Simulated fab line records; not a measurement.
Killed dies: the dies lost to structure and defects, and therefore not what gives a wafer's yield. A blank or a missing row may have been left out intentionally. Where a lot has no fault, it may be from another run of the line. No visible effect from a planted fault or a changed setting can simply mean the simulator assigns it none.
Comparing a struck lot with a sound one / flow gf180mcu / 16 out of 602 route steps
Sound: the wafers L314.3, L314.4, L314.6. Struck: wafer L318.4 (left out: L318.2, L318.6 of the same lot, which were not struck); the cause appears at the end.
For every step that has rows: the tool of each side, followed by ch and its chambers, followed by its first start. Under that, the readings that differ: sound wafers / struck wafers / difference of the means / sigmas: that difference in standard deviations of wafers without a fault.
alike: readings with means less than 2 such deviations apart, plus words and numbers identical on both sides. not compared: withheld readings, readings lacking a value on some wafer, bounds such as >300 that could conceal the same value, and numbers that have no deviation in the record and whose values overlap.
Wherever a step has rows on one side only, a row that says differs or no value, or a row with sigmas, the two part there. Numbers that don't overlap but have no deviation are shown without sigmas and don't part them. A reading that every wafer of one side lacks parts them only if that side has two wafers or more.

first, 4 steps without rows for these wafers: GF_TOP_METAL_SOFTBAKE_10 (time 60 s); GF_TOP_METAL_EXPOSE_11 (exposes mask MetalTop, target cd 440 nm); GF_TOP_METAL_PEB_12; GF_TOP_METAL_DEVELOP_13 (develop time 60 s).
GF_TOP_METAL_CD_MEAS_14 targets a cd of 440 nm.
  sound on cd-sem-01, day 28 21:17; struck on cd-sem-02, day 31 00:17
  alike: cd-nm
GF_TOP_METAL_OVL_MEAS_15:
  sound on overlay-02, day 28 21:23; struck on overlay-01, day 31 00:24
  alike: TOP_METAL_OVL
GF_TOP_METAL_METAL_ETCH_16: etches the open film in Cl2/BCl3, stops on SiO2, target depth 1197 nm, time 199.5 s.
  sound on rie-metal-03 ch 0,1, day 28 21:28; struck on rie-metal-01 ch 1, day 31 00:29
  alike: chamber-pressure-mTorr, drypump-motor-current-A, oes-product-au, rf-fwd-power-W, throttle-valve-pct
  not compared: rf-hours-counter-h
GF_TOP_METAL_STRIP_17: strips in O2/N2.
  sound on plasma-asher-01 ch 0,1, day 28 21:38; struck on plasma-asher-03 ch 0, day 31 00:49
  alike: chamber-pressure-mTorr, drypump-motor-current-A, heater-power-w, oes-product-au, strip-time-to-endpoint-s
  not compared: rf-hours-counter-h
then, 2 steps without rows for these wafers: GF_TOP_METAL_STRIP_18 (strips in post etch residue remover, time 1200 s); GF_TOP_METAL_CLEAN_19 (cleans in DIW).
GF_PASSIVATION_CVD_00: deposits SiO2 from TEOS, target thk 1000 nm, time 111.95 s.
  sound on pecvd-03 ch 0,1,2, day 28 22:08; struck on pecvd-01 ch 2, day 31 01:21
  alike: heater-power-w, rf-fwd-power-W
  not compared: since-wet-clean-h
GF_PASSIVATION_THK_MEAS_01:
  sound on film-metro-04, day 28 22:14; struck on film-metro-03, day 31 01:26
  alike: PASSIVATION_CVD_00_THK
GF_PASSIVATION_CVD_02: deposits Si3N4, target thk 700 nm, time 486.18 s.
  sound on pecvd-04 ch 0,2, day 28 22:17; struck on pecvd-04 ch 2, day 31 01:29
reading=rf-fwd-power-W (W); sound=448.5 448.9 452.4; struck=374.5; difference=-75.4; sigmas=-58
reading=model.Si3N4_of_PASSIVATION_CVD_02.thk-nm (nm); sound=683.8 704.5 692.8; struck=665.1; difference=-28.6; sigmas=
  alike: heater-power-w
  not compared: since-wet-clean-h
GF_PASSIVATION_THK_MEAS_03:
  sound on film-metro-02, day 28 22:35; struck on film-metro-04, day 31 01:47
reading=PASSIVATION_CVD_02_THK (nm); sound=684 705 693; struck=665; difference=-29; sigmas=-3
then, 1 step without rows for these wafers: GF_PASSIVATION_DEHYDRATE_04 (time 60 s).
GF_PASSIVATION_PROBE_99:
  rows exist in the record for the sound wafers here (prober-01, day 29 18:56), none for the struck ones

== WHERE THEY PART ==
First at GF_PASSIVATION_CVD_02; last, within this record, at GF_PASSIVATION_PROBE_99.

WHY: what the simulator had put in
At GF_PASSIVATION_CVD_02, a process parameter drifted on pecvd-04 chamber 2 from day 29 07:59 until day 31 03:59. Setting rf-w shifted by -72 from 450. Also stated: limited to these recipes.
